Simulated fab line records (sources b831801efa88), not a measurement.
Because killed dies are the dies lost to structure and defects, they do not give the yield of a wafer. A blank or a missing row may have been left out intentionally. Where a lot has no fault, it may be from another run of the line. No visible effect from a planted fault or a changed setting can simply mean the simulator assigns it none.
fab line records -- flow sky130
[record] lots = 12, wafers = 36, last_day = 50
route steps=708 shown LI_CONTACT@381 CONTACT@407 PAD_OPEN@708
lots untouched by any fault: they come from a run of this same line in which no faults occurred
start_h: the number of hours between the record's first day and the start of the first shown wafer of the lot -- wait_h: hours since the lot's step before -- " identical to the entry in the row above -- L1.1+2: a row that stands for several wafers -- - no value, or no start given -- * or withheld: withheld -- < > ~ a bound
route shown NAME@n: names a module that has steps shown in the file, with the first one's number in the route -- usual: mean/standard deviation of fault-free wafers -- same: alike in all rows -- chamber/n: place in a boat -- sites: per-site readings -- _std_site: their standard deviation -- _edge_site: outer sites' mean less inner sites' -- radius_mm: for every site, how far away it sits from the centre of the wafer -- mask NAME#n: copy n -- behind: the last tool/chamber to shape the wafer -- hold: why the lot was held/for how many hours/how that ended -- device: names the non-switching transistor (n, p or np) -- end of line: the same wafers' tests at the end of the route -- a step with no rows: only its recipe -- killed: at the first sort, the dies lost to defects and structure; wafer yield is something else -- map: a wafer's dies, x killed, . not, _ none there
set.NAME: the setting that was run; set.NAME@STEP: the one run at that earlier step -- model.NAME: the simulator's own value behind a step, which no gauge read
a sample of lots followed through the steps of the route, with each step as a table and each wafer as a row
services: the hour from which a tool's chamber was out of use, counted from the record's first day as start_h (under 0 if before that day), plus the number of hours and why
[[steps]]
[step SKY_LI_CONTACT_SPUTTER_19]
[recipe] material = Ti, target_thk_nm = 20, chamber_pressure_pa = 5, power_w = 2500, substrate_temp_c = 200, time_s = 106.37
[usual] throttle_valve_pct = 29.7/1
lot.wafer,tool,chamber,start_h,wait_h,throttle_valve_pct
L577.2,pvd_sputter-02,-,662.97,0.0,27.7
L577.4,pvd_sputter-02,-,662.97,0.0,29.2
L577.6,pvd_sputter-02,-,662.97,0.0,29.4
L578.3,pvd_sputter-02,-,698.97,0.0,29.7
L578.4,pvd_sputter-02,-,698.97,0.0,29.1
L578.5,pvd_sputter-02,-,698.97,0.0,27.7
L581.1,pvd_sputter-01,-,704.97,0.0,30.3
L581.5,pvd_sputter-01,-,704.97,0.0,30.2
L581.6,pvd_sputter-01,-,704.97,0.0,30.5
L580.1,pvd_sputter-04,-,710.57,0.0,29.9
L580.4,pvd_sputter-04,-,710.57,0.0,28.6
L580.5,pvd_sputter-04,-,710.57,0.0,28.9
L582.2,pvd_sputter-04,-,721.96,0.0,29.6
L582.3,pvd_sputter-04,-,721.96,0.0,30.6
L582.4,pvd_sputter-04,-,721.96,0.0,28.9
L583.1,pvd_sputter-04,-,726.86,0.0,30.3
L583.2,pvd_sputter-04,-,726.86,0.0,29.7
L583.3,pvd_sputter-04,-,726.86,0.0,28.8
L588.4,pvd_sputter-02,-,769.21,0.0,28.0
L588.5,pvd_sputter-02,-,769.21,0.0,29.6
L588.6,pvd_sputter-02,-,769.21,0.0,27.8
L593.1,pvd_sputter-02,-,811.49,0.0,29.5
L593.3,pvd_sputter-02,-,811.49,0.0,29.4
L593.5,pvd_sputter-02,-,811.49,0.0,29.6
L594.4,pvd_sputter-02,-,818.89,0.0,29.5
L594.5,pvd_sputter-02,-,818.89,0.0,29.8
L594.6,pvd_sputter-02,-,818.89,0.0,29.6
L597.3,pvd_sputter-01,-,825.52,0.0,30.6
L597.4,pvd_sputter-01,-,825.52,0.0,30.6
L597.6,pvd_sputter-01,-,825.52,0.0,30.7
L595.1,pvd_sputter-02,-,826.97,0.0,29.2
L595.3,pvd_sputter-02,-,826.97,0.0,27.8
L595.6,pvd_sputter-02,-,826.97,0.0,29.3
L600.2,pvd_sputter-01,-,855.33,0.0,30.6
L600.5,pvd_sputter-01,-,855.33,0.0,30.1
L600.6,pvd_sputter-01,-,855.33,0.0,32.8
[step SKY_CONTACT_THK_MEAS_01]
[recipe] reads = Si3N4_of_CONTACT_CVD_00
[usual] CONTACT_CVD_00_THK = 74.3/1.1
lot.wafer,tool,chamber,start_h,wait_h,CONTACT_CVD_00_THK[nm]
L577.2,film_metro-01,-,692.80,-,73.7
L577.4,film_metro-01,-,692.80,-,74.6
L577.6,film_metro-01,-,692.80,-,75.0
L578.3,film_metro-03,-,728.06,-,73.0
L578.4,film_metro-03,-,728.06,-,74.4
L578.5,film_metro-03,-,728.06,-,75.2
L581.1,film_metro-04,-,734.69,-,73.3
L581.5,film_metro-04,-,734.69,-,76.7
L581.6,film_metro-04,-,734.69,-,74.6
L580.1,film_metro-01,-,740.18,-,73.3
L580.4,film_metro-01,-,740.18,-,74.6
L580.5,film_metro-01,-,740.18,-,73.4
L582.2,film_metro-04,-,751.81,-,73.5
L582.3,film_metro-04,-,751.81,-,74.6
L582.4,film_metro-04,-,751.81,-,74.1
L583.1,film_metro-04,-,755.87,-,72.8
L583.2,film_metro-04,-,755.87,-,74.3
L583.3,film_metro-04,-,755.87,-,71.8
L588.4,film_metro-04,-,796.32,-,74.6
L588.5,film_metro-04,-,796.32,-,73.9
L588.6,film_metro-04,-,796.32,-,74.8
L593.1,film_metro-03,-,835.75,-,74.0
L593.3,film_metro-03,-,835.75,-,74.8
L593.5,film_metro-03,-,835.75,-,76.0
L594.4,film_metro-03,-,844.83,-,75.6
L594.5,film_metro-03,-,844.83,-,75.5
L594.6,film_metro-03,-,844.83,-,75.6
L597.3,film_metro-01,-,852.17,-,74.1
L597.4,film_metro-01,-,852.17,-,74.4
L597.6,film_metro-01,-,852.17,-,77.3
L595.1,film_metro-01,-,853.51,-,73.6
L595.3,film_metro-01,-,853.51,-,75.1
L595.6,film_metro-01,-,853.51,-,74.2
L600.2,film_metro-03,-,883.45,-,74.6
L600.5,film_metro-03,-,883.45,-,75.7
L600.6,film_metro-03,-,883.45,-,75.3
[step SKY_CONTACT_CMP_04]
[recipe] material = SiO2, down_force_psi = 4, platen_rpm = 60, pad_velocity_m_s = 0.94248
[usual] motor_current_A = 12.2/1.1, slurry_filter_dp_kPa = 13.49/0.14, time_to_endpoint_s = 86/4.1
lot.wafer,tool,chamber,start_h,wait_h,motor_current_A,slurry_filter_dp_kPa,time_to_endpoint_s
L577.2,cmp-01,3,693.08,0.1,11.6,13.40,80
L577.4,cmp-01,0,693.08,0.1,11.2,13.50,88
L577.6,cmp-01,1,693.08,0.1,13.1,13.31,90
L578.4,cmp-01,0,728.28,0.1,11.4,13.62,95
L578.3,cmp-01,1,728.28,0.1,12.0,13.53,92
L578.5,cmp-01,3,728.28,0.1,11.2,13.39,89
L581.1,cmp-01,1,734.98,0.1,12.9,13.64,90
L581.5,cmp-01,3,734.98,0.1,10.9,13.35,85
L581.6,cmp-01,0,734.98,0.1,11.3,13.65,94
L580.4,cmp-01,1,740.47,0.1,12.9,13.51,83
L580.1,cmp-01,2,740.47,0.1,14.5,13.55,77
L580.5,cmp-01,3,740.47,0.1,11.3,13.60,79
L582.4,cmp-02,0,751.99,0.0,10.5,13.60,88
L582.3,cmp-02,2,751.99,0.0,10.9,13.19,90
L582.2,cmp-02,3,751.99,0.0,13.4,13.59,88
L583.1,cmp-02,1,756.06,0.1,12.0,13.36,86
L583.3,cmp-02,2,756.06,0.1,11.2,13.35,88
L583.2,cmp-02,3,756.06,0.1,12.6,13.62,82
L588.4,cmp-02,3,796.63,0.2,13.2,13.59,90
L588.5,cmp-02,0,796.63,0.2,11.5,13.49,84
L588.6,cmp-02,1,796.63,0.2,12.7,13.52,89
L593.3,cmp-01,1,835.94,0.0,12.9,13.61,90
L593.1,cmp-01,2,835.94,0.0,13.7,13.60,83
L593.5,cmp-01,2,835.94,0.0,14.9,13.50,84
L594.4,cmp-02,2,845.08,0.1,11.0,13.57,82
L594.5,cmp-02,0,845.08,0.1,11.2,13.62,80
L594.6,cmp-02,1,845.08,0.1,12.3,13.76,86
L597.4,cmp-01,1,852.34,0.0,13.1,13.54,87
L597.3,cmp-01,0,852.34,0.0,11.9,13.42,90
L597.6,cmp-01,1,852.34,0.0,13.5,13.44,90
L595.3,cmp-02,3,853.75,0.1,12.9,13.49,87
L595.1,cmp-02,0,853.75,0.1,10.8,13.70,80
L595.6,cmp-02,2,853.75,0.1,10.6,13.38,91
L600.2,cmp-02,2,883.73,0.1,10.4,13.52,94
L600.5,cmp-02,0,883.73,0.1,11.1,13.44,88
L600.6,cmp-02,1,883.73,0.1,12.7,13.42,94
[step SKY_CONTACT_COAT_09]
[recipe] resist = KrF-thick, spin_rpm = 3000, resist_thk_nm = 450
[usual] chill_plate_temp_C = 23.01/0.1
lot.wafer,tool,chamber,start_h,wait_h,chill_plate_temp_C
L577.2,litho_track-04,0,707,-,23.07
L577.4,litho_track-04,0,707,-,22.99
L577.6,litho_track-04,0,707,-,23.04
L578.3,litho_track-03,0,741,-,22.94
L578.4,litho_track-03,0,741,-,23.01
L578.5,litho_track-03,0,741,-,23.05
L581.1,litho_track-03,0,748,-,22.94
L581.5,litho_track-03,0,748,-,22.97
L581.6,litho_track-03,0,748,-,22.88
L580.1,litho_track-04,0,754,-,23.31
L580.4,litho_track-04,0,754,-,23.10
L580.5,litho_track-04,0,754,-,22.94
L582.2,litho_track-01,0,766,-,22.92
L582.3,litho_track-01,0,766,-,22.88
L582.4,litho_track-01,0,766,-,22.92
L583.1,litho_track-01,0,769,-,22.98
L583.2,litho_track-01,0,769,-,22.98
L583.3,litho_track-01,0,769,-,22.91
L588.4,litho_track-03,0,808,-,23.09
L588.5,litho_track-03,0,808,-,22.89
L588.6,litho_track-03,0,808,-,22.96
L593.1,litho_track-03,0,849,-,23.03
L593.3,litho_track-03,0,849,-,23.00
L593.5,litho_track-03,0,849,-,23.06
L594.4,litho_track-04,0,858,-,23.10
L594.5,litho_track-04,0,858,-,23.03
L594.6,litho_track-04,0,858,-,23.11
L597.3,litho_track-04,0,865,-,23.08
L597.4,litho_track-04,0,865,-,22.98
L597.6,litho_track-04,0,865,-,23.13
L595.1,litho_track-04,0,866,-,22.99
L595.3,litho_track-04,0,866,-,23.17
L595.6,litho_track-04,0,866,-,22.93
L600.2,litho_track-01,0,896,-,22.97
L600.5,litho_track-01,0,896,-,23.14
L600.6,litho_track-01,0,896,-,23.13
[step SKY_CONTACT_STRIP_19]
[recipe] chemistry = O2/N2, power_w = 1400, pressure_mtorr = 1500, platen_temp_c = withheld, o2_flow_sccm = 3000, n2_flow_sccm = 300, overash_fraction = 0.5
[usual] drypump_motor_current_A = 5.6/0.38, oes_product_au = 0.380/0.0046, strip_time_to_endpoint_s = 3.62/0.033
lot.wafer,tool,chamber,start_h,wait_h,drypump_motor_current_A,oes_product_au,rf_hours_counter_h,strip_time_to_endpoint_s
L577.2,plasma_asher-02,0,721.32,-,5.6,0.370,28,3.63
L577.4,plasma_asher-02,0,721.32,-,5.6,0.382,-,3.61
L577.6,plasma_asher-02,1,721.32,-,5.1,0.385,-,3.56
L578.3,plasma_asher-01,0,755.66,-,5.4,0.375,-,3.58
L578.4,plasma_asher-01,1,755.66,-,5.8,0.384,-,3.61
L578.5,plasma_asher-01,0,755.66,-,5.4,0.386,-,3.65
L581.1,plasma_asher-01,1,763.38,-,5.8,0.378,95,3.61
L581.5,plasma_asher-01,1,763.38,-,5.8,0.379,-,3.59
L581.6,plasma_asher-01,0,763.38,-,5.4,0.390,-,3.63
L580.1,plasma_asher-04,1,769.04,-,5.2,0.379,2,3.67
L580.4,plasma_asher-04,0,769.04,-,6.3,0.377,-,3.58
L580.5,plasma_asher-04,1,769.04,-,5.2,0.378,-,3.61
L582.2,plasma_asher-01,0,779.42,-,5.4,0.376,97,3.65
L582.3,plasma_asher-01,1,779.42,-,5.8,0.376,-,3.59
L582.4,plasma_asher-01,0,779.42,-,5.4,0.379,-,3.62
L583.1,plasma_asher-01,1,782.52,-,5.8,0.378,97,3.57
L583.2,plasma_asher-01,0,782.52,-,5.4,0.379,97,3.60
L583.3,plasma_asher-01,1,782.52,-,5.8,0.386,-,3.68
L588.4,plasma_asher-04,1,820.51,-,5.2,0.411,-,4.31
L588.5,plasma_asher-04,0,820.51,-,6.3,0.404,-,4.27
L588.6,plasma_asher-04,1,820.51,-,5.2,0.406,-,4.30
L593.1,plasma_asher-01,0,862.65,-,5.4,0.412,105,4.30
L593.3,plasma_asher-01,1,862.65,-,5.8,0.410,-,4.29
L593.5,plasma_asher-01,1,862.65,-,5.8,0.410,-,4.28
L594.4,plasma_asher-01,0,870.41,-,5.4,0.380,-,3.57
L594.5,plasma_asher-01,0,870.41,-,5.4,0.384,-,3.58
L594.6,plasma_asher-01,1,870.41,-,5.8,0.370,-,3.58
L597.3,plasma_asher-02,0,879.06,-,5.6,0.380,-,3.58
L597.4,plasma_asher-02,1,879.06,-,5.1,0.367,-,3.54
L597.6,plasma_asher-02,0,879.06,-,5.6,0.380,-,3.53
L595.1,plasma_asher-01,1,880.73,-,5.8,0.384,107,3.65
L595.3,plasma_asher-01,1,880.73,-,5.9,0.380,-,3.61
L595.6,plasma_asher-01,0,880.73,-,5.4,0.380,-,3.63
L600.2,plasma_asher-04,0,908.98,-,6.3,0.382,16,3.62
L600.5,plasma_asher-04,1,908.98,-,5.3,0.382,-,3.64
L600.6,plasma_asher-04,0,908.98,-,6.3,0.384,-,3.58
[step SKY_PAD_OPEN_PROBE_99]
[usual] killed_at_M0_to_M3 = 44/6.5, killed_at_M4_up = 3.3/1.9, killed_at_contacts = 23/4.7, killed_at_front_end = 15/4.5, killed_at_other = 0.2/0.52, killed_dies = 86/8.9, killed_open = 47/6.8, killed_short = 39/6.1
[same] gross_dies = 492, killed_at_back_side = 0
lot.wafer,tool,chamber,start_h,wait_h,killed_at_M0_to_M3,killed_at_M4_up,killed_at_contacts,killed_at_front_end,killed_at_other,killed_dies,killed_open,killed_short
L588.4,prober-02,-,1136.46,0.2,31,3,19,20,0,73,40,33
L588.6,prober-02,-,1136.56,0.2,40,1,28,13,1,83,41,42
// killed by level:class
L588.4 VIA2:geometric_particle:open=8 CONTACT:geometric_particle:open=7 VIA1:geometric_particle:open=7 POLY_GATE:geometric_particle:open=6 LI_CONTACT:geometric_particle:open=6 POLY_GATE:geometric_particle:short=4 METAL2:geometric_particle:short=4 VIA1:geometric_particle:short=4
L588.6 CONTACT:geometric_particle:open=9 LI_CONTACT:geometric_particle:open=7 CONTACT:geometric_particle:short=6 VIA2:geometric_particle:short=6 FIELD_ISO:geometric_particle:open=5 VIA1:geometric_particle:open=5 METAL1:geometric_particle:short=5 METAL2:geometric_particle:short=5
[[services]]
tool,chamber,start_h,hours,kind
pvd_sputter-04,-,642.62,5.2,repair
cmp-02,-,661.41,2.5,repair
cmp-02,-,681.15,1.8,repair
cmp-02,-,687.41,3.3,repair
pvd_sputter-02,-,693.45,3.3,repair
cmp-02,-,698.35,1.1,repair
pvd_sputter-04,-,703.81,2.1,repair
plasma_asher-01,-,704.36,2.3,repair
cmp-01,-,704.36,6.1,pm
plasma_asher-01,-,721.53,4.0,repair
plasma_asher-04,-,733.75,9.0,pm
cmp-01,-,744.03,4.0,pm
pvd_sputter-02,-,746.48,1.5,repair
pvd_sputter-01,-,748.54,4.8,repair
cmp-01,-,773.75,3.8,repair
cmp-01,-,781.43,2.1,repair
cmp-01,-,782.40,1.8,repair
cmp-02,-,789.24,4.1,repair
plasma_asher-01,-,799.02,3.8,repair
cmp-02,-,817.69,2.8,repair
cmp-02,-,826.24,1.8,repair
cmp-01,-,863.44,1.2,repair
pvd_sputter-02,-,876.05,0.7,repair
cmp-02,-,895.66,5.6,pm
[[key]]
[first_sign] step = SKY_CONTACT_STRIP_19, reading = strip_time_to_endpoint_s, direction = up, sigmas = 20, usual = *, struck = *, through = *
[effect] step = SKY_CONTACT_STRIP_19, reading = oes_product_au, direction = up, sigmas = 6.1, usual = 0.380, struck = 0.409, through = control_loop
met_at SKY_CONTACT_COAT_09
struck_lots L588,L593
tester_left_out L588,L593
[loop_trim] step = SKY_CONTACT_EXPOSE_11, setting = dose, lots = L593
not_acting_at SKY_LI_CONTACT_SPUTTER_19,SKY_CONTACT_THK_MEAS_01,SKY_CONTACT_CMP_04
onset_between 748 808
[fault] kind = process_parameter_drift, tool = litho_track-03, chamber = -, onset_h = 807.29, steps = SKY_CONTACT_COAT_09, channel = resist_thk_nm, offset = 60.922, shape = step, end_h = 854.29, acts_in = these_recipes_only, stated = 450
// tester_left_out: of these lots the tester's yield and bins aren't shown, on N5 and GAA mostly nor the transistor test; their killed dies are dies lost to structure and defects alone, not to doping, threshold or leakage, so they don't give the yield
// loop_trim: a control loop set the setting to another value than it would have without faults
